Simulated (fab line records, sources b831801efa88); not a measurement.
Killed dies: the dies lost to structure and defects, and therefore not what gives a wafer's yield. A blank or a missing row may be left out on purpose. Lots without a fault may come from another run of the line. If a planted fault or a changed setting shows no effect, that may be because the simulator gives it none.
Problem report in the 8D (eight disciplines) form, filled by code    flow gf180mcu    the parts of the form that need people (team, actions taken, sign-off) are left out

== 1. WHAT WENT WRONG ==
At GF_V4_SPUTTER_21, cathodeDcPowerW averages 2706.6 W over 2 wafers from 2 lots, while fault-free wafers read 2500.0 W, standard deviation 0.44. So: +99 or more standard deviations from the usual mean.
The step: material Ti, target thk 15 nm, time 80.02 s.
Earliest sighting: wafer L739.6 on pvdSputter-01 at day 29 13:06. The record holds 39 wafers of 13 lots with a number at this step. Rule for "out", or "out of limits": more than 4 standard deviations from the usual mean. The other wafers with a number count as sound.

== 2. WHAT IT IS AND WHAT IT IS NOT ==
question                     is                 is not
which readings at this step  cathodeDcPowerW    throttleValvePct
which lots                   L739, L741         L724, L725, L726, L727, L730, L731, L732, L733, L738, L746, L747
which wafers of those lots   L739.6, L741.3     L739.3, L739.4, L741.4, L741.5
read on which tools          pvdSputter-01      pvdSputter-02, pvdSputter-04
when                         from day 29 13:06  up to then (29 sound wafers); but 8 sound wafers of L741, L746, L747 came after

== 3. SUSPECTS, AND WHAT RULES EACH OUT ==
Counting: if a tool at a process step up to the reading ran every lot that is out, it stays a suspect. Sound lots after the first of them don't rule it out here, since some wafers of a struck lot are sound.
- cmp-02 at GF_V3_CMP_04 (polishes SiO2): kept. Every lot that is out went through it, the first being L739 (day 26 22:43); the last sound lot it ran before that was L738 (day 26 04:44).
- pvdSputter-01 at GF_V4_SPUTTER_21 (material Ti, target thk 15 nm, time 80.02 s): kept. Every lot that is out went through it, the first being L739 (day 29 13:06); the last sound lot it ran before that was L738 (day 28 20:25). Out on those wafers are its own readings of cathodeDcPowerW.
Left after counting: cmp-02 at GF_V3_CMP_04, pvdSputter-01 at GF_V4_SPUTTER_21.

== 4. THE CAUSE (what the simulator had put in) ==
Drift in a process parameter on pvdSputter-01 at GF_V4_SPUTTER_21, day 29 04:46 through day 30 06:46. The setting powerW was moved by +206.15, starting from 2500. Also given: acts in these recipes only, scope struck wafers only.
This tool is one of the 2 suspects left after counting.

== 5. THE CHAIN OF EFFECTS, in route order ==
One row per reading whose mean, taken over the struck wafers that have a number, lies over 3 standard deviations from the usual. Scope: only readings with a usual standard deviation given in the record; hours: median across lots of the time from each lot's start at the first step in this table that gives one to its start at this step; sigmas: change in usual standard deviations.
hours  step              reading          usual     on struck wafers  change  sigmas
0      GF_V4_SPUTTER_21  cathodeDcPowerW  2500.0 W  2706.6            +206.6  +99 or more
The process steps in it:
- GF_V4_SPUTTER_21: material Ti, target thk 15 nm, time 80.02 s.

== 6. HOW IT WOULD HAVE BEEN CAUGHT EARLIER ==
The fault began at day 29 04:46; the first out-of-limits reading in this record came at day 29 13:06, 8 hours later.
